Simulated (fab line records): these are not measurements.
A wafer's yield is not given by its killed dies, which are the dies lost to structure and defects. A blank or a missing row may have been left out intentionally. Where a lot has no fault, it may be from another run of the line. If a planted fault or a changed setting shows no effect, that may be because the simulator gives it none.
2 desks, one fault + flow gf180mcu + every desk sees just its own numbers, and what lay behind them comes last

FOR THE TOOL OWNER'S DESK: rieDiel-02
The tool's own readings at GF_SAB_ETCH_11 (etches SiO2 in C4F8/O2/Ar, target depth 55 nm, time 8.5 s): means of the sampled wafers that have a number, for each lot that ran on this tool. A lot is out of limits, marked OUT, if its mean lies more than 4 standard deviations from the usual mean; the brackets give that distance.
Columns: A = oesProductAu at GF_SAB_ETCH_11, usual 1.001 a.u.
| lot  | first seen here | A               |
|------|-----------------|-----------------|
| L764 | day 18 03:04    | 0.995           |
| L766 | day 18 16:15    | 0.999           |
| L768 | day 19 08:46    | 0.995           |
| L772 | day 20 15:18    | 1.426 (+48) OUT |
| L773 | day 21 23:04    | 1.412 (+46) OUT |
This desk finds L772, L773 out of limits, L772 being first, at day 20 15:18 (oesProductAu at GF_SAB_ETCH_11). L764, L766, L768 stayed within limits.

METROLOGY DESK
What the gauges read for every lot (on any tool): the sampled wafers with a number, averaged. A lot is out of limits, marked OUT, if its mean lies more than 4 standard deviations from the usual mean; the brackets give that distance.
Columns: A = MVSD_OVL at GF_MVSD_OVL_MEAS_07, usual -0.4 nm
| lot  | first seen here | A    |
|------|-----------------|------|
| L756 | day 4 08:55     | 0.1  |
| L758 | day 5 00:59     | -1.1 |
| L761 | day 5 16:13     | -1.5 |
| L764 | day 6 08:43     | -0.6 |
| L765 | day 6 11:40     | -1.1 |
| L766 | day 6 20:30     | -0.7 |
| L767 | day 7 01:43     | 0.2  |
| L768 | day 7 07:46     | 1.0  |
| L769 | day 7 14:13     | 0.1  |
| L772 | day 8 05:10     | -1.4 |
| L773 | day 9 00:41     | 0.9  |
| L775 | day 9 06:10     | 0.6  |
This desk's verdict: no lot among the 12 shows anything out of limits.

ALL TOGETHER
On L772, L773, at day 20 15:18, an alarm was possible from the tool owner's desk.
Nothing out of limits was seen by the metrology desk.
The metrology desk holds a record of L772, L773, inside its limits.
All the named lots went through GF_SAB_ETCH_11 on rieDiel-02.

WHAT THE SIMULATOR HAD INSERTED
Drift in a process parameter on rieDiel-02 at GF_SAB_ETCH_11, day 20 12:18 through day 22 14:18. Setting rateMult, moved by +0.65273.
Lots struck among those shown: L772, L773.
Delay in hours, fault start to first out-of-limits reading, by desk: the tool owner's desk at 3.
